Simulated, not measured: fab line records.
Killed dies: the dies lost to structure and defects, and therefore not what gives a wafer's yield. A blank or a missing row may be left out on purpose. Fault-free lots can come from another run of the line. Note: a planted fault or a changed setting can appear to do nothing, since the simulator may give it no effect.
Which tool did it? | flow sky130 | 14 lots, 42 wafers sampled, at 4 steps of a route of 708

== WHAT THE GAUGES READ, wafer by wafer ==
SKY_POLY_GATE_CD_MEAS_13: target cd 150 nm. Usual: cd-nm 149.8 nm, standard deviation 1.4.
lot  | measured     | on        | cd-nm (nm)        | flag
L532 | day 16 22:59 | cd-sem-01 | 148.5 149.1 148.3 |
L533 | day 17 01:26 | cd-sem-02 | 149.8 149.6 149.8 |
L535 | day 18 01:27 | cd-sem-01 | 148.8 150.0 149.0 |
L538 | day 19 01:54 | cd-sem-01 | 148.1 148.5 147.2 |
L539 | day 19 00:56 | cd-sem-01 | 150.2 150.0 151.2 |
L541 | day 20 04:22 | cd-sem-02 | 149.9 148.9 149.2 |
L542 | day 20 07:14 | cd-sem-02 | 154.0 153.2 154.6 |
L545 | day 21 12:09 | cd-sem-01 | 149.9 150.1 150.2 |
L549 | day 22 18:24 | cd-sem-01 | 149.1 148.0 148.6 |
L550 | day 23 04:44 | cd-sem-01 | 151.3 151.8 152.0 |
L551 | day 23 10:12 | cd-sem-02 | 148.7 149.6 149.6 |
L552 | day 23 22:02 | cd-sem-01 | 150.7 149.5 149.5 |
L554 | day 24 10:31 | cd-sem-01 | 148.5 149.4 149.3 |
L555 | day 24 15:08 | cd-sem-02 | 149.4 148.0 149.1 |

SKY_SD_N_CD_MEAS_07: target cd 380 nm. Usual: cd-nm 380.6 nm, standard deviation 2.7.
lot  | measured     | on        | cd-nm (nm)        | flag
L532 | day 28 06:23 | cd-sem-01 | 383.3 383.2 382.3 |
L533 | day 28 11:29 | cd-sem-01 | 378.6 380.2 376.7 |
L535 | day 29 08:45 | cd-sem-01 | 378.7 381.6 380.2 |
L538 | day 30 12:05 | cd-sem-01 | 377.7 378.5 375.8 |
L539 | day 30 10:52 | cd-sem-02 | 374.7 375.8 374.4 |
L541 | day 31 07:58 | cd-sem-01 | 380.4 381.1 380.1 |
L542 | day 31 11:13 | cd-sem-01 | 381.6 379.5 380.8 |
L545 | day 32 15:00 | cd-sem-02 | 380.7 382.9 380.4 |
L549 | day 33 17:44 | cd-sem-02 | 375.8 377.6 373.9 |
L550 | day 34 05:31 | cd-sem-02 | 381.6 382.4 381.2 |
L551 | day 34 07:35 | cd-sem-02 | 384.4 384.0 383.1 |
L552 | day 35 00:02 | cd-sem-02 | 379.9 382.5 379.1 |
L554 | day 35 03:58 | cd-sem-02 | 379.5 380.8 382.8 |
L555 | day 35 06:19 | cd-sem-02 | 384.0 383.8 383.5 |

== EACH LOT AND THE TOOL THAT RAN IT (in order: tool; ch and the chambers of the sampled wafers; start) ==
lot  | SKY_PWDE_STRIP_09                   | SKY_NWELL_PEB_21
L532 | plasma-asher-03 ch 0,1, day 3 23:01 | litho-track-01 ch 0, day 5 09:00
L533 | plasma-asher-04 ch 1, day 4 02:38   | litho-track-02 ch 0, day 5 13:00
L535 | plasma-asher-03 ch 0,1, day 4 18:54 | litho-track-01 ch 0, day 6 08:00
L538 | plasma-asher-01 ch 0,1, day 5 08:36 | litho-track-01 ch 0, day 6 23:00
L539 | plasma-asher-03 ch 0,1, day 5 09:33 | litho-track-02 ch 0, day 7 00:00
L541 | plasma-asher-01 ch 0,1, day 6 01:47 | litho-track-01, day 7 17:00
L542 | plasma-asher-03 ch 0,1, day 6 04:53 | litho-track-01, day 7 20:00
L545 | plasma-asher-03 ch 0,1, day 6 20:26 | litho-track-01 ch 0, day 8 13:00
L549 | plasma-asher-03 ch 0,1, day 7 20:07 | litho-track-04 ch 0, day 9 13:00
L550 | plasma-asher-03 ch 0,1, day 8 02:03 | litho-track-01 ch 0, day 9 21:00
L551 | plasma-asher-04 ch 0,1, day 8 08:05 | litho-track-01 ch 0, day 10 03:00
L552 | plasma-asher-01 ch 0,1, day 8 15:22 | litho-track-04 ch 0, day 10 12:00
L554 | plasma-asher-03 ch 0,1, day 9 00:41 | litho-track-02 ch 0, day 10 22:00
L555 | plasma-asher-01 ch 0,1, day 9 05:56 | litho-track-04 ch 0, day 11 04:00
- SKY_PWDE_STRIP_09: strips in O2/N2.
- SKY_NWELL_PEB_21

== AS READ BY THE TOOLS THEMSELVES (means over the sampled wafers that have a number; for cases with no such wafer, the mark the record gives instead) ==
SKY_PWDE_STRIP_09. Usual: drypump-motor-current-A 5.6 A, standard deviation 0.57; oes-product-au 0.722 a.u., standard deviation 0.0041; strip-time-to-endpoint-s 36.90 s, standard deviation 0.12.
lot  | tool            | drypump-motor-current-A (A) | oes-product-au (a.u.) | strip-time-to-endpoint-s (s) | flag
L532 | plasma-asher-03 | 6.4                         | 0.722                 | 36.87                        |
L533 | plasma-asher-04 | 5.2                         | 0.720                 | 37.00                        |
L535 | plasma-asher-03 | 6.4                         | 0.725                 | 36.96                        |
L538 | plasma-asher-01 | 5.3                         | 0.724                 | 36.89                        |
L539 | plasma-asher-03 | 6.1                         | 0.723                 | 36.94                        |
L541 | plasma-asher-01 | 5.3                         | 0.719                 | 36.82                        |
L542 | plasma-asher-03 | 6.4                         | 0.726                 | 36.77                        |
L545 | plasma-asher-03 | 6.2                         | 0.722                 | 36.80                        |
L549 | plasma-asher-03 | 6.4                         | 0.719                 | 36.86                        |
L550 | plasma-asher-03 | 6.2                         | 0.723                 | 36.72                        |
L551 | plasma-asher-04 | 5.2                         | 0.719                 | 36.89                        |
L552 | plasma-asher-01 | 5.3                         | 0.724                 | 36.93                        |
L554 | plasma-asher-03 | 6.5                         | 0.726                 | 37.23                        |
L555 | plasma-asher-01 | 5.3                         | 0.725                 | 36.82                        |

SKY_NWELL_PEB_21. Usual: chill-plate-temp-C 22.99 C, standard deviation 0.097; exhaust-pa 44.9 Pa, standard deviation 0.92.
lot  | tool           | chill-plate-temp-C (C) | exhaust-pa (Pa) | flag
L532 | litho-track-01 | 23.06                  | 44.2            |
L533 | litho-track-02 | 22.99                  | 44.9            |
L535 | litho-track-01 | 23.05                  | 44.1            |
L538 | litho-track-01 | 23.05                  | 44.5            |
L539 | litho-track-02 | 23.11                  | 44.6            |
L541 | litho-track-01 | -                      | -               | OFF
L542 | litho-track-01 | -                      | -               | OFF
L545 | litho-track-01 | 22.94                  | 44.8            |
L549 | litho-track-04 | 23.00                  | 44.6            |
L550 | litho-track-01 | 22.88                  | 46.3            |
L551 | litho-track-01 | 22.93                  | 44.5            |
L552 | litho-track-04 | 22.93                  | 45.6            |
L554 | litho-track-02 | 22.96                  | 44.9            |
L555 | litho-track-04 | 22.88                  | 45.2            |

== THE ANSWER, worked out from the rows above alone ==
Rule: a lot counts as off when the mean over its wafers that have a number is more than 3 standard deviations away from the usual mean. Also off: a lot with no number at a reading for which 4 or more lots have one. The other lots that the step has rows for count as sound. After the gauges, taken in route order, come the tools' own readings; for these a lot's mean is taken, as printed above. At the first step where some lot is off, the reading lying furthest off is the one used; lots without a number count as furthest.
Off: L541, L542 (SKY_NWELL_PEB_21, chill-plate-temp-C). Without a number there: L541, L542.
If a tool, at that step or one of the process steps before it, ran each lot that is off and ran no sound lot following the first of them, it fits. Of those tried, none fits.

== WHAT HAD BEEN PUT IN BY THE SIMULATOR ==
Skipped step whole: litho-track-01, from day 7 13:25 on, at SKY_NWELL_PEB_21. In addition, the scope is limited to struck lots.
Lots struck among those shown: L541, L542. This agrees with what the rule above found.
